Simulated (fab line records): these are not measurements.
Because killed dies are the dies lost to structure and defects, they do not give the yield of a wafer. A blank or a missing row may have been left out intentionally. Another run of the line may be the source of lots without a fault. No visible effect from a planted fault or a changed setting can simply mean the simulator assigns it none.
A struck lot beside a sound one	flow gf180mcu	14 out of 602 route steps
Sound: the wafers L907.1, L907.2, L907.4. Struck: wafers L918.1, L918.2, L918.4. The cause comes at the end.
Per side, at each step with rows, come the tool, then ch with its chambers, and then its first start. Under that, the readings that differ: sound wafers	struck wafers	difference of the means	sigmas: that difference in standard deviations of wafers without a fault.
alike: a reading whose means differ by less than 2 such deviations, as well as words and numbers matching on both sides. not compared: withheld readings; readings where some wafer has no value; bounds like >300 that might hide an equal value; numbers whose values overlap and for which the record gives no deviation.
A row with sigmas, a row that says differs or no value, or rows on one side alone: a step with any of these is where the two part. Numbers that have no deviation but don't overlap get no sigmas and don't part them. A reading missing from all wafers of one side parts the sides only when that side holds two or more wafers.

first, 3 steps without rows for these wafers: GF_MIM_EXPOSE_16 (exposes mask FuseTop, target cd 2000 nm); GF_MIM_PEB_17; GF_MIM_DEVELOP_18 (develop time 60 s).
GF_MIM_METAL_ETCH_19: etches the open film in Cl2/BCl3, stops on Si3N4, target depth 324.5 nm, time 54.1 s.
  sound on rieMetal-02 ch 0,1, day 25 14:14; struck on rieMetal-03 ch 0,1, day 29 10:47
  alike: drypumpMotorCurrentA, heBacksideLeakSccm, oesProductAu, throttleValvePct
  not compared: rfHoursCounterH
GF_MIM_STRIP_20: strips in O2/N2.
  sound on plasmaAsher-01 ch 0,1, day 25 14:18; struck on plasmaAsher-04 ch 0,1, day 29 10:51
  alike: drypumpMotorCurrentA, heaterPowerW, o2FlowSccm, oesProductAu, platenTempC, stripTimeToEndpointS
  not compared: rfHoursCounterH
then, 7 steps without rows for these wafers: GF_MIM_STRIP_21 (strips in post etch residue remover, time 1200 s); GF_MIM_CLEAN_22 (cleans in DIW); GF_M5_DEHYDRATE_00 (time 60 s); GF_M5_HMDS_01 (prime time 60 s); GF_M5_COAT_02 (resist thk 1000 nm); GF_M5_SOFTBAKE_03 (time 60 s); GF_M5_EXPOSE_04 (exposes mask Metal5, target cd 280 nm).
GF_M5_PEB_05: peb time 90 s.
  sound on lithoTrack-04 ch 0, day 26 10:53; struck on lithoTrack-02, day 30 04:58
  no value came back on the struck wafers for chillPlateTempC (C), exhaustPa (Pa); on the sound wafers chillPlateTempC (C) reads 23.28 23.17 23.18
then, 1 step without rows for these wafers: GF_M5_DEVELOP_06 (develop time 60 s).

WHERE THEY PART
GF_M5_PEB_05 only, going by this record.

WHY: what the simulator had put in
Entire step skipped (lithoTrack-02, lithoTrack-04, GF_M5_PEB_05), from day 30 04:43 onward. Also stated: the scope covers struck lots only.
